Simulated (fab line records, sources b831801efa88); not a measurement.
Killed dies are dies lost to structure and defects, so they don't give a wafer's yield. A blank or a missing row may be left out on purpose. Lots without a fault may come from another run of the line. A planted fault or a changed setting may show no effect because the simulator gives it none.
Which tool did it? | flow gf180mcu | 6 lots, 18 wafers sampled, at 3 steps of a route of 602

WHAT THE GAUGES READ, wafer by wafer
GF_V5_THK_MEAS_01.
lot  | measured     | on            | V5_CVD_00_THK (nm)
L328 | day 26 20:55 | film_metro-04 | 296 299 297
L331 | day 27 13:20 | film_metro-01 | 294 298 298
L334 | day 28 14:39 | film_metro-04 | 304 302 301
L337 | day 29 17:14 | film_metro-02 | 301 300 303
L340 | day 30 08:04 | film_metro-01 | 254 250 248
L347 | day 32 07:01 | film_metro-01 | 296 291 292

WHICH TOOL RAN EACH LOT (tool, then ch and the chambers of the sampled wafers, then the start)
lot  | GF_VT_IMPLANT_STRIP_42               | GF_V5_CVD_00
L328 | plasma_asher-02 ch 0,1, day 7 20:16  | hdpcvd-01 ch 1,2, day 26 20:53
L331 | plasma_asher-04 ch 0,1, day 8 14:14  | hdpcvd-01 ch 0,1,2, day 27 13:17
L334 | plasma_asher-03 ch 0,1, day 9 13:47  | hdpcvd-02 ch 0,1, day 28 14:35
L337 | plasma_asher-04 ch 0,1, day 10 12:25 | hdpcvd-02 ch 0,1,2, day 29 17:10
L340 | plasma_asher-02 ch 0,1, day 11 04:38 | hdpcvd-02 ch 0,1,2, day 30 08:01
L347 | plasma_asher-04 ch 0,1, day 13 05:20 | hdpcvd-01 ch 1,2, day 32 06:59
- GF_VT_IMPLANT_STRIP_42: strips in O2/N2.
- GF_V5_CVD_00: deposits SiO2, target thk 300 nm, time 50 s.

THE ANSWER, worked out from the rows above alone
Rule: what is usual is taken from the lots themselves. Put in order of their means at a reading, lots are off if they are a third of the lots or fewer, leave a main group of 4 or more, and stand apart from it by a gap of 3 or more times the standard deviation of the main group's means; of several such gaps the widest counts. A main group whose means are all the same, to the digits that the tables above print for the reading, isn't used. A lot without any number at a reading at which 4 lots or more have one is off too. The other lots that the step has rows for count as sound.
Off: L340, at GF_V5_THK_MEAS_01 (V5_CVD_00_THK). The main group: mean 298 nm, standard deviation 3.4.
A tool fits if, at a process step before that reading, it ran every lot that is off, and no sound lot after the first of them. The gauges at GF_V5_THK_MEAS_01 are tried like those tools. Can't be told from this: 2 tools fit, plasma_asher-02 at GF_VT_IMPLANT_STRIP_42, hdpcvd-02 at GF_V5_CVD_00.

WHAT THE SIMULATOR HAD PUT IN
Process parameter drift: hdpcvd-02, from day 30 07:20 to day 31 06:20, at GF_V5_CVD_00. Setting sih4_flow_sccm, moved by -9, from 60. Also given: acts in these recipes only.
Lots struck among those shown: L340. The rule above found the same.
